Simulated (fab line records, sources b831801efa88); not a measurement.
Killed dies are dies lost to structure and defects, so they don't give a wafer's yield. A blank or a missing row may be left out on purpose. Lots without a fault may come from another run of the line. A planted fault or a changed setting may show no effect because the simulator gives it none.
fab line records | flow sky130
record lots=24 wafers=72 last_day=50
route steps=708 shown CONTACT@420 METAL2@487 VIA2@508 VIA3@587 VIA4@641
lots that met no fault: from a run of the same line without faults
start_h: hours from the record's first day to the start of the lot's first wafer shown | wait_h: hours since the lot's step before | " the same as in the row above | L1.1+2: a row that stands for several wafers | - no value, or no start given | * or withheld: withheld | < > ~ a bound
route shown NAME@n: a module of which the file shows steps, and the number in the route of the first | usual: mean/standard deviation of fault-free wafers | same: alike in all rows | chamber/n: place in a boat | sites: the reading at each site | _std_site: their standard deviation | _edge_site: outer sites' mean less inner sites' | radius_mm: how far each site lies from the wafer's centre | mask NAME#n: copy n | behind: the tool/chamber that last shaped the wafer | hold: why the lot was held/for how many hours/how that ended | device: the transistor (n, p or np) that didn't switch | end of line: the same wafers' tests at the end of the route | a step without rows: its recipe alone | killed: dies lost to structure and defects at the first sort, not the wafer's yield | map: a wafer's dies, x killed, . not, _ none there
set.NAME: the setting as run; set.NAME@STEP: as run at that earlier step | model.NAME: the simulator's own value behind a step, which no gauge read
steps of the route over a sample of lots; a table a step, a row a wafer
services: from which hour (start_h, from the record's first day; less than 0 if before it) a tool's chamber was out of use, for how many hours, and why
## steps
# step SKY_CONTACT_CD_MEAS_14
# recipe target_cd_nm=170
# usual cd_nm=169.4/1.4
# columns lot.wafer tool chamber start_h wait_h cd_nm
L074.1 cd_sem-01 - 724.87 - 171.4
L074.3 " - " " 171.1
L074.5 " - " " 169.3
L075.1 cd_sem-01 - 726.46 - 170.2
L075.3 " - " " 170.6
L075.5 " - " " 170.9
L076.2 cd_sem-02 - 745.19 - 167.4
L076.3 " - " " 167.6
L076.4 " - " " 168.1
L077.1 cd_sem-01 - 748.80 - 169.7
L077.3 " - " " 169.9
L077.6 " - " " 172.0
L078.2 cd_sem-02 - 760.62 - 168.4
L078.3 " - " " 169.1
L078.4 " - " " 168.3
L079.2 cd_sem-01 - 780.44 - 170.8
L079.4 " - " " 172.2
L079.5 " - " " 169.4
L080.2 cd_sem-02 - 787.07 - 170.2
L080.3 " - " " 170.6
L080.4 " - " " 171.3
L081.2 cd_sem-01 - 791.79 - 170.8
L081.3 " - " " 171.8
L081.6 " - " " 171.2
L082.2 cd_sem-01 - 805.98 - 170.0
L082.3 " - " " 170.5
L082.4 " - " " 169.2
L083.2 cd_sem-02 - 809.79 - 167.5
L083.3 " - " " 167.3
L083.5 " - " " 167.3
L085.1 cd_sem-01 - 830.26 - 170.1
L085.4 " - " " 171.5
L085.6 " - " " 171.5
L084.3 cd_sem-02 - 834.59 - 169.8
L084.5 " - " " 170.9
L084.6 " - " " 170.4
L087.2 cd_sem-01 - 845.88 - 168.9
L087.3 " - " " 170.3
L087.5 " - " " 167.9
L086.1 cd_sem-01 - 846.10 - 165.7
L086.2 " - " " 166.7
L086.6 " - " " 166.1
L088.2 cd_sem-01 - 852.13 - 168.2
L088.4 " - " " 166.7
L088.6 " - " " 166.7
L090.1 cd_sem-02 - 858.61 - 168.1
L090.3 " - " " 167.9
L090.5 " - " " 167.8
L089.2 cd_sem-02 - 859.77 - 169.6
L089.5 " - " " 168.0
L089.6 " - " " 168.3
L091.1 cd_sem-02 - 862.22 - 169.0
L091.3 " - " " 170.3
L091.4 " - " " 168.9
L093.3 cd_sem-01 - 878.25 - 170.6
L093.4 " - " " 170.3
L093.5 " - " " 168.9
L092.1 cd_sem-02 - 881.37 - 169.9
L092.3 " - " " 169.9
L092.4 " - " " 170.1
L094.1 cd_sem-02 - 887.82 - 170.1
L094.2 " - " " 171.1
L094.6 " - " " 170.4
L095.1 cd_sem-01 - 892.10 - 169.2
L095.2 " - " " 168.5
L095.4 " - " " 167.6
L096.1 cd_sem-01 - 895.50 - 169.1
L096.2 " - " " 169.4
L096.3 " - " " 168.4
L097.1 cd_sem-01 - 906.60 - 169.7
L097.2 " - " " 168.9
L097.5 " - " " 170.0
# step SKY_METAL2_SPUTTER_04
# recipe material=TiN target_thk_nm=70 power_w=6500 time_s=58.3 chamber_pressure_pa=0.4
# usual throttle_valve_pct=29.5/0.99
# columns lot.wafer tool chamber start_h wait_h throttle_valve_pct
L074.1 pvd_sputter-01 - 782.81 0.0 30.6
L074.3 " - " " 28.4
L074.5 " - " " 29.3
L075.1 pvd_sputter-03 - 785.63 0.0 29.8
L075.3 " - " " 28.4
L075.5 " - " " 28.3
L076.2 pvd_sputter-01 - 804.04 0.0 30.8
L076.3 " - " " 30.5
L076.4 " - " " 29.5
L077.1 pvd_sputter-02 - 806.46 0.0 30.8
L077.3 " - " " 30.2
L077.6 " - " " 30.7
L078.2 pvd_sputter-03 - 818.15 0.0 28.1
L078.3 " - " " 28.4
L078.4 " - " " 30.3
L079.2 pvd_sputter-01 - 837.92 0.0 29.3
L079.4 " - " " 28.5
L079.5 " - " " 30.7
L080.2 pvd_sputter-02 - 844.24 0.0 29.2
L080.3 " - " " 30.7
L080.4 " - " " 30.3
L081.2 pvd_sputter-01 - 849.09 0.0 29.5
L081.3 " - " " 30.8
L081.6 " - " " 28.3
L082.2 pvd_sputter-02 - 861.63 0.0 30.5
L082.3 " - " " 30.2
L082.4 " - " " 29.3
L083.2 pvd_sputter-03 - 867.06 0.0 30.1
L083.3 " - " " 28.3
L083.5 " - " " 28.1
L085.1 pvd_sputter-02 - 887.68 0.0 29.4
L085.4 " - " " 30.6
L085.6 " - " " 29.3
L084.3 pvd_sputter-03 - 891.31 0.0 29.9
L084.5 " - " " 28.3
L084.6 " - " " 30.1
L087.2 pvd_sputter-02 - 901.71 0.0 30.5
L087.3 " - " " 29.2
L087.5 " - " " 30.6
L086.1 pvd_sputter-03 - 902.38 0.0 28.5
L086.2 " - " " 28.4
L086.6 " - " " 28.1
L088.2 pvd_sputter-01 - 908.84 0.0 29.4
L088.4 " - " " 28.3
L088.6 " - " " 30.9
L090.1 pvd_sputter-02 - 915.67 0.0 30.3
L090.3 " - " " 30.7
L090.5 " - " " 30.8
L089.2 pvd_sputter-01 - 916.25 0.0 28.5
L089.5 " - " " 30.3
L089.6 " - " " 29.7
L091.1 pvd_sputter-03 - 919.26 0.0 28.5
L091.3 " - " " 30.2
L091.4 " - " " 28.5
L093.3 pvd_sputter-03 - 934.22 0.0 28.5
L093.4 " - " " 30.0
L093.5 " - " " 29.7
L092.1 pvd_sputter-03 - 937.14 0.0 29.9
L092.3 " - " " 28.2
L092.4 " - " " 28.2
L094.1 pvd_sputter-01 - 943.18 0.0 30.6
L094.2 " - " " 30.4
L094.6 " - " " 30.9
L095.1 pvd_sputter-02 - 946.92 0.0 30.5
L095.2 " - " " 30.4
L095.4 " - " " 30.9
L096.1 pvd_sputter-03 - 950.76 0.0 28.4
L096.2 " - " " 28.3
L096.3 " - " " 30.2
L097.1 pvd_sputter-01 - 960.20 0.0 28.4
L097.2 " - " " 30.5
L097.5 " - " " 28.3
# step SKY_VIA2_THK_MEAS_01
# recipe reads=SiO2_of_VIA2_HDPCVD_00
# usual VIA2_HDPCVD_THK=1132/13
# columns lot.wafer tool chamber start_h wait_h VIA2_HDPCVD_THK[nm]
L074.1 film_metro-01 - 810.32 0.1 1148
L074.3 " - " " 1138
L074.5 " - " " 1149
L075.1 film_metro-04 - 813.68 0.1 1142
L075.3 " - " " 1103
L075.5 " - " " 1137
L076.2 film_metro-03 - 831.64 0.1 1148
L076.3 " - " " 1144
L076.4 " - " " 1139
L077.1 film_metro-03 - 834.02 0.1 1112
L077.3 " - " " 1139
L077.6 " - " " 1129
L078.2 film_metro-01 - 845.34 0.1 1116
L078.3 " - " " 1115
L078.4 " - " " 1112
L079.2 film_metro-01 - 865.08 0.1 1124
L079.4 " - " " 1137
L079.5 " - " " 1117
L080.2 film_metro-04 - 871.87 0.1 1143
L080.3 " - " " 1126
L080.4 " - " " 1132
L081.2 film_metro-03 - 876.35 0.1 1144
L081.3 " - " " 1143
L081.6 " - " " 1135
L082.2 film_metro-01 - 889.57 0.1 1145
L082.3 " - " " 1129
L082.4 " - " " 1137
L083.2 film_metro-01 - 894.17 0.1 1134
L083.3 " - " " 1137
L083.5 " - " " 1130
L085.1 film_metro-03 - 914.48 0.1 1124
L085.4 " - " " 1118
L085.6 " - " " 1140
L084.3 film_metro-03 - 918.44 0.1 1110
L084.5 " - " " 1129
L084.6 " - " " 1118
L087.2 film_metro-01 - 928.00 0.1 1147
L087.3 " - " " 1138
L087.5 " - " " 1140
L086.1 film_metro-01 - 928.99 0.1 1121
L086.2 " - " " 1132
L086.6 " - " " 1127
L088.2 film_metro-03 - 934.79 0.1 1120
L088.4 " - " " 1122
L088.6 " - " " 1128
L090.1 film_metro-03 - 942.06 0.1 1115
L090.3 " - " " 1118
L090.5 " - " " 1133
L089.2 film_metro-01 - 942.40 0.1 1126
L089.5 " - " " 1114
L089.6 " - " " 1131
L091.1 film_metro-04 - 945.48 0.1 1127
L091.3 " - " " 1130
L091.4 " - " " 1120
L093.3 film_metro-03 - 959.49 0.1 1123
L093.4 " - " " 1134
L093.5 " - " " 1116
L092.1 film_metro-01 - 962.52 0.1 1134
L092.3 " - " " 1137
L092.4 " - " " 1121
L094.1 film_metro-01 - 967.86 0.1 1126
L094.2 " - " " 1128
L094.6 " - " " 1136
L095.1 film_metro-01 - 972.26 0.1 1162
L095.2 " - " " 1144
L095.4 " - " " 1146
L096.1 film_metro-01 - 975.78 0.1 1146
L096.2 " - " " 1153
L096.3 " - " " 1140
L097.1 film_metro-03 - 984.28 0.1 1139
L097.2 " - " " 1129
L097.5 " - " " 1138
# step SKY_VIA3_ETCH_14
# recipe chemistry=N2/H2 target=BARC ion_energy_ev=200 source_w=500 bias_w=100 pressure_mtorr=30 n2_flow_sccm=100 h2_flow_sccm=200 stop_on=SiO2 time_s=45.9 target_depth_a=600
# usual drypump_motor_current_A=5.6/0.41 oes_product_au=0.855/0.0046 throttle_valve_pct=13.224/0.0093
# columns lot.wafer tool chamber start_h wait_h drypump_motor_current_A oes_product_au rf_hours_counter_h throttle_valve_pct
L074.1 rie_diel-04 0 919.52 0.0 5.2 0.859 3 13.226
L074.3 " 2 " " 6.3 0.857 21 13.210
L074.5 " 1 " " 5.0 0.854 - 13.229
L075.1 rie_diel-02 3 922.15 0.0 5.0 0.855 4 13.234
L075.3 " 1 " " 5.5 0.855 17 13.228
L075.5 " 2 " " 5.8 0.853 - 13.238
L076.2 rie_diel-04 1 938.72 0.0 5.0 0.855 13 13.245
L076.3 " 2 " " 6.4 0.858 21 13.219
L076.4 " 3 " " 5.6 0.855 22 13.225
L077.1 rie_diel-03 1 941.72 0.0 6.0 0.858 17 13.217
L077.3 " 3 " " 6.1 0.843 13 13.217
L077.6 " 3 " " 6.1 0.857 - 13.211
L078.2 rie_diel-02 2 951.45 0.0 5.8 0.860 10 13.216
L078.3 " 1 " " 5.5 0.862 17 13.225
L078.4 " 0 " " 5.7 0.854 13 13.220
L079.2 rie_diel-02 1 971.00 0.0 5.5 0.859 18 13.227
L079.4 " 0 " " 5.7 0.846 13 13.239
L079.5 " 1 " " 5.5 0.852 - 13.231
L080.2 rie_diel-02 2 976.47 0.0 5.8 0.855 11 13.224
L080.3 " 1 " " 5.5 0.856 18 13.226
L080.4 " 0 " " 5.7 0.856 14 13.222
L081.2 rie_diel-02 1 980.22 0.0 5.5 0.853 18 13.223
L081.3 " 0 " " 5.7 0.864 14 13.218
L081.6 " 2 " " 5.8 0.860 - 13.227
L082.2 rie_diel-03 2 992.47 0.0 5.9 0.854 23 13.209
L082.3 " 1 " " 6.0 0.857 18 13.232
L082.4 " 0 " " 5.6 0.856 13 13.217
L083.2 rie_diel-03 2 997.07 0.0 5.9 0.849 23 13.241
L083.3 " 0 " " 5.6 0.843 13 13.231
L083.5 " 0 " " 5.6 0.857 - 13.230
L085.1 rie_diel-02 3 1014.67 0.0 5.0 0.853 6 13.214
L085.4 " 2 " " 5.8 0.853 12 13.218
L085.6 " 0 " " 5.7 0.855 - 13.229
L084.3 rie_diel-04 1 1017.93 0.0 5.0 0.860 15 13.228
L084.5 " 1 " " 5.0 0.852 - 13.217
L084.6 " 0 " " 5.2 0.860 - 13.216
L087.2 rie_diel-04 1 1025.93 0.0 5.0 0.853 16 13.231
L087.3 " 0 " " 5.2 0.857 7 13.219
L087.5 " 3 " " 5.6 0.850 - 13.229
L086.1 rie_diel-02 2 1026.62 0.0 5.8 0.852 13 13.219
L086.2 " 3 " " 5.0 0.854 7 13.201
L086.6 " 2 " " 5.8 0.848 - 13.235
L088.2 rie_diel-03 2 1033.70 0.0 5.9 0.859 24 13.222
L088.4 " 0 " " 5.6 0.858 14 13.232
L088.6 " 2 " " 6.0 0.852 - 13.218
L090.1 rie_diel-02 3 1038.72 0.0 5.0 0.852 7 13.219
L090.3 " 1 " " 5.5 0.855 20 13.245
L090.5 " 2 " " 5.8 0.855 - 13.227
L089.2 rie_diel-04 1 1039.78 0.0 5.0 0.866 16 13.211
L089.5 " 0 " " 5.2 0.865 - 13.228
L089.6 " 1 " " 5.0 0.857 - 13.224
L091.1 rie_diel-03 3 1041.93 0.0 6.1 0.854 16 13.227
L091.3 " 1 " " 6.0 0.850 20 13.215
L091.4 " 0 " " 5.6 0.849 14 13.243
L093.3 rie_diel-04 1 1053.80 0.0 5.0 0.848 17 13.242
L093.4 " 0 " " 5.2 0.851 8 13.218
L093.5 " 2 " " 6.4 0.855 - 13.207
L092.1 rie_diel-03 2 1056.85 0.0 5.9 0.856 25 13.220
L092.3 " 1 " " 6.0 0.852 20 13.230
L092.4 " 0 " " 5.6 0.858 15 13.209
L094.1 rie_diel-04 1 1063.72 0.0 5.0 0.854 17 13.234
L094.2 " 3 " " 5.6 0.846 27 13.220
L094.6 " 2 " " 6.4 0.853 - 13.221
L095.1 rie_diel-04 1 1067.42 0.0 5.0 0.856 18 13.227
L095.2 " 2 " " 6.4 0.854 26 13.220
L095.4 " 3 " " 5.6 0.855 27 13.226
L096.1 rie_diel-02 1 1069.88 0.0 5.5 0.854 20 13.227
L096.2 " 3 " " 5.0 0.859 8 13.218
L096.3 " 0 " " 5.7 0.850 16 13.230
L097.1 rie_diel-02 3 1077.43 0.0 5.1 0.861 8 13.225
L097.2 " 0 " " 5.7 0.854 16 13.217
L097.5 " 2 " " 5.8 0.864 - 13.237
# step SKY_VIA3_THK_MEAS_23
# recipe thk_meas_gauge=xrf reads=W_of_VIA3_CVD_21
# usual VIA3_W_THK=401/6.3
# columns lot.wafer tool chamber start_h wait_h VIA3_W_THK[nm]
L074.1 film_metro-03 - 920.56 0.1 408
L074.3 " - " " 408
L074.5 " - " " 409
L075.1 film_metro-03 - 923.15 0.1 405
L075.3 " - " " 416
L075.5 " - " " 411
L076.2 film_metro-03 - 939.80 0.1 402
L076.3 " - " " 399
L076.4 " - " " 406
L077.1 film_metro-01 - 942.74 0.1 402
L077.3 " - " " 411
L077.6 " - " " 409
L078.2 film_metro-01 - 952.58 0.1 392
L078.3 " - " " 393
L078.4 " - " " 400
L079.2 film_metro-01 - 972.13 0.1 393
L079.4 " - " " 392
L079.5 " - " " 390
L080.2 film_metro-02 - 977.60 0.1 387
L080.3 " - " " 383
L080.4 " - " " 385
L081.2 film_metro-01 - 981.27 0.1 397
L081.3 " - " " 401
L081.6 " - " " 403
L082.2 film_metro-02 - 993.48 0.1 404
L082.3 " - " " 403
L082.4 " - " " 411
L083.2 film_metro-01 - 998.08 0.1 400
L083.3 " - " " 402
L083.5 " - " " 402
L085.1 film_metro-03 - 1015.71 0.1 409
L085.4 " - " " 402
L085.6 " - " " 408
L084.3 film_metro-01 - 1018.94 0.1 401
L084.5 " - " " 398
L084.6 " - " " 403
L087.2 film_metro-01 - 1027.02 0.1 396
L087.3 " - " " 395
L087.5 " - " " 397
L086.1 film_metro-03 - 1027.65 0.1 396
L086.2 " - " " 400
L086.6 " - " " 398
L088.2 film_metro-01 - 1034.77 0.1 407
L088.4 " - " " 398
L088.6 " - " " 403
L090.1 film_metro-01 - 1039.72 0.1 396
L090.3 " - " " 392
L090.5 " - " " 400
L089.2 film_metro-02 - 1041.27 0.1 399
L089.5 " - " " 399
L089.6 " - " " 396
L091.1 film_metro-02 - 1042.92 0.1 400
L091.3 " - " " 403
L091.4 " - " " 390
L093.3 film_metro-02 - 1054.82 0.1 409
L093.4 " - " " 404
L093.5 " - " " 412
L092.1 film_metro-03 - 1057.85 0.1 409
L092.3 " - " " 406
L092.4 " - " " 395
L094.1 film_metro-02 - 1064.81 0.1 400
L094.2 " - " " 402
L094.6 " - " " 409
L095.1 film_metro-01 - 1068.42 0.1 397
L095.2 " - " " 395
L095.4 " - " " 401
L096.1 film_metro-01 - 1070.89 0.1 408
L096.2 " - " " 406
L096.3 " - " " 403
L097.1 film_metro-02 - 1078.45 0.1 398
L097.2 " - " " 400
L097.5 " - " " 401
# step SKY_VIA4_CMP_02
# recipe material=SiO2 down_force_psi=4 platen_rpm=60 pad_velocity_m_s=0.94248
# usual motor_current_A=11.5/1.1
# columns lot.wafer tool chamber start_h wait_h motor_current_A
L074.3 cmp-01 1 971.87 0.0 13.0
L074.1 " 2 " " 12.7
L074.5 " 2 " " 13.0
L075.3 cmp-02 0 973.87 0.0 10.6
L075.1 " 1 " " 12.4
L075.5 " 0 " " 11.0
L076.2 cmp-01 3 990.34 0.0 11.2
L076.4 " 1 " " 12.8
L076.3 " 2 " " 12.7
L077.3 cmp-02 3 993.45 0.1 10.3
L077.1 " 1 " " 12.1
L077.6 " 2 " " 10.1
L078.2 cmp-01 0 1001.87 0.0 11.0
L078.4 " 1 " " 13.1
L078.3 " 2 " " 12.7
L079.2 cmp-02 0 1021.54 0.1 11.0
L079.4 " 1 " " 11.5
L079.5 " 2 " " 9.6
L080.3 cmp-01 1 1026.74 0.0 12.8
L080.2 " 2 " " 13.4
L080.4 " 0 " " 10.8
L081.3 cmp-01 1 1029.61 0.1 12.8
L081.2 " 2 " " 13.7
L081.6 " 1 " " 13.1
L082.3 cmp-02 3 1042.10 0.0 10.9
L082.2 " 0 " " 10.7
L082.4 " 2 " " 10.2
L083.2 cmp-01 1 1046.13 0.1 12.4
L083.3 " 2 " " 13.0
L083.5 " 1 " " 13.4
L085.4 cmp-01 0 1062.93 0.0 10.8
L085.1 " 3 " " 10.8
L085.6 " 1 " " 12.8
L084.3 cmp-02 0 1065.73 0.2 10.7
L084.5 " 1 " " 11.3
L084.6 " 2 " " 10.0
L087.3 cmp-02 2 1072.89 0.2 9.5
L087.2 " 1 " " 11.7
L087.5 " 3 " " 11.3
L086.2 cmp-02 1 1073.92 0.1 11.7
L086.1 " 2 " " 9.8
L086.6 " 0 " " 10.3
L088.4 cmp-01 2 1079.84 0.0 13.1
L088.2 " 1 " " 12.6
L088.6 " 3 " " 10.1
L090.3 cmp-01 3 1084.20 0.1 10.8
L090.1 " 1 " " 12.5
L090.5 " 2 " " 13.5
L089.2 cmp-01 1 1086.94 0.5 12.5
L089.6 " 3 " " 11.3
L089.5 " 0 " " 11.3
L091.3 cmp-01 1 1088.04 0.5 13.1
L091.4 " 2 " " 12.7
L091.1 " 0 " " 10.3
L093.4 cmp-02 0 1098.07 0.1 10.9
L093.3 " 1 " " 11.4
L093.5 " 3 " " 11.2
L092.4 cmp-02 1 1100.34 0.0 11.9
L092.3 " 2 " " 9.4
L092.1 " 3 " " 10.7
L094.2 cmp-02 2 1110.33 1.3 10.0
L094.1 " 3 " " 11.2
L094.6 " 2 " " 9.4
L095.4 cmp-01 3 1111.75 0.5 11.2
L095.1 " 0 " " 11.1
L095.2 " 1 " " 12.8
L096.2 cmp-01 1 1115.34 1.5 13.2
L096.3 " 2 " " 13.2
L096.1 " 3 " " 10.6
L097.2 cmp-01 2 1120.39 1.2 12.8
L097.1 " 0 " " 11.3
L097.5 " 3 " " 11.1
## services
# columns tool chamber start_h hours kind
pvd_sputter-03 - 772.55 4.1 repair
cmp-02 - 785.98 45.4 repair
rie_diel-04 3 794.51 2.0 repair
cmp-02 - 798.75 1.2 repair
rie_diel-04 - 810.06 14.6 pm
pvd_sputter-01 - 812.20 1.1 repair
rie_diel-04 3 829.81 7.0 repair
pvd_sputter-03 - 859.20 7.4 repair
cmp-01 - 863.55 12.2 pm
cmp-01 - 901.02 4.5 pm
cmp-01 - 916.20 4.0 pm
pvd_sputter-03 - 931.83 0.7 repair
pvd_sputter-03 - 965.03 1.2 repair
cmp-01 - 1018.51 1.3 repair
rie_diel-02 1 1026.41 9.4 repair
pvd_sputter-03 - 1035.44 1.0 repair
rie_diel-02 - 1052.24 15.6 pm
cmp-02 - 1083.38 6.2 pm
rie_diel-02 2 1086.27 10.0 repair
cmp-02 - 1089.57 4.0 pm
cmp-02 - 1093.22 0.5 repair
rie_diel-02 3 1101.14 14.8 repair
cmp-02 - 1112.08 6.4 pm
cmp-02 - 1118.96 1.6 repair
## key
fault none
